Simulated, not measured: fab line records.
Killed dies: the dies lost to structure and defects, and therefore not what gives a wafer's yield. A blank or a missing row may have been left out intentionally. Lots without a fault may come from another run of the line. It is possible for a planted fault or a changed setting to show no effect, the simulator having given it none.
The same fault as seen by 2 desks -- flow gf180mcu -- each desk has only its own numbers; what lay behind them comes last

AT THE METROLOGY DESK
Lot by lot, what the gauges showed, no matter which tool ran the lot: averages of those sampled wafers that carry a number. Marked OUT: a lot whose mean sits more than 4 standard deviations from the usual mean, which makes it out of limits; the brackets give that distance.
Columns: A = cd-nm at GF_M3_CD_MEAS_14, usual 280.3 nm; B = cd-nm at GF_V3_CD_MEAS_14, usual 259.7 nm; C = V3_W_RS at GF_V3_RS_MEAS_24, usual 0.328 ohm/sq
lot,first seen here,A,B,C
L548,day 21 13:08,281.3,259.6,0.331
L549,day 22 02:37,280.4,259.6,0.324
L550,day 22 10:29,281.0,259.9,0.323
L553,day 23 15:34,277.9,259.1,0.330
L554,day 24 03:47,280.2,258.4,0.330
L555,day 24 04:17,282.0,258.4,0.327
L557,day 25 04:35,279.5,260.0,0.324
L559,day 25 13:50,281.2,259.3,0.329
L560,day 25 23:02,281.5,257.8,0.331
L562,day 26 13:49,280.6,260.3,0.330
L563,day 27 04:14,280.5,261.6,0.329
L564,day 27 05:25,280.5,290.9 (+24) OUT,0.329
L568,day 28 13:43,278.7,260.0,0.328
L569,day 28 17:22,280.5,287.4 (+21) OUT,0.326
L570,day 28 18:40,282.4,285.9 (+20) OUT,0.329
Finding of this desk: L564, L569, L570 out of limits; the first was L564 at day 28 03:25, on cd-nm at GF_V3_CD_MEAS_14. In limits: L548, L549, L550, L553, L554, L555, L557, L559, L560, L562, L563, L568.

DESK OF THE TOOL OWNER: litho-track-02
At GF_V3_SOFTBAKE_10 (time 60 s), the tool's own readings, given per lot that ran on this tool as the mean of the sampled wafers with a number. Marked OUT: a lot whose mean sits more than 4 standard deviations from the usual mean, which makes it out of limits; the brackets give that distance.
Columns: A = heater-power-total-W at GF_V3_SOFTBAKE_10, usual 93.05 W; B = plate-temp-C at GF_V3_SOFTBAKE_10, usual 130.03 C; C = resist-line-temp-C at GF_V3_SOFTBAKE_10, usual 23.02 C
lot,first seen here,A,B,C
L549,day 22 15:00,93.04,129.98,23.21
L553,day 24 04:00,93.04,129.92,23.08
L555,day 24 16:00,92.99,129.91,22.99
L557,day 25 17:00,93.06,129.95,23.11
L560,day 26 10:00,93.06,130.16,23.13
L563,day 27 15:00,93.02,129.95,23.01
L564,day 27 17:00,101.83 (+99 or more) OUT,139.25 (+71) OUT,22.84
L569,day 29 04:00,101.86 (+99 or more) OUT,139.56 (+73) OUT,22.88
L570,day 29 05:00,101.81 (+99 or more) OUT,139.45 (+72) OUT,22.93
Finding of this desk: L564, L569, L570 out of limits; the first was L564 at day 27 17:00, on heater-power-total-W at GF_V3_SOFTBAKE_10. In limits: L549, L553, L555, L557, L560, L563.

PUT TOGETHER
On L564, L569, L570, at day 27 17:00, an alarm was possible from the tool owner's desk.
On L564, L569, L570, the metrology desk was in a position to raise an alarm at day 28 03:25.
Of the lots named, all ran GF_V3_SOFTBAKE_10 on litho-track-02.

WHAT HAD BEEN PUT IN BY THE SIMULATOR
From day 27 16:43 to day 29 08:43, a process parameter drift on litho-track-02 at GF_V3_SOFTBAKE_10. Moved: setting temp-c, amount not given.
Struck lots among those shown: L564, L569, L570.
Fault start to first reading out of limits, in hours, per desk: tool owner, 0; metrology, 11.
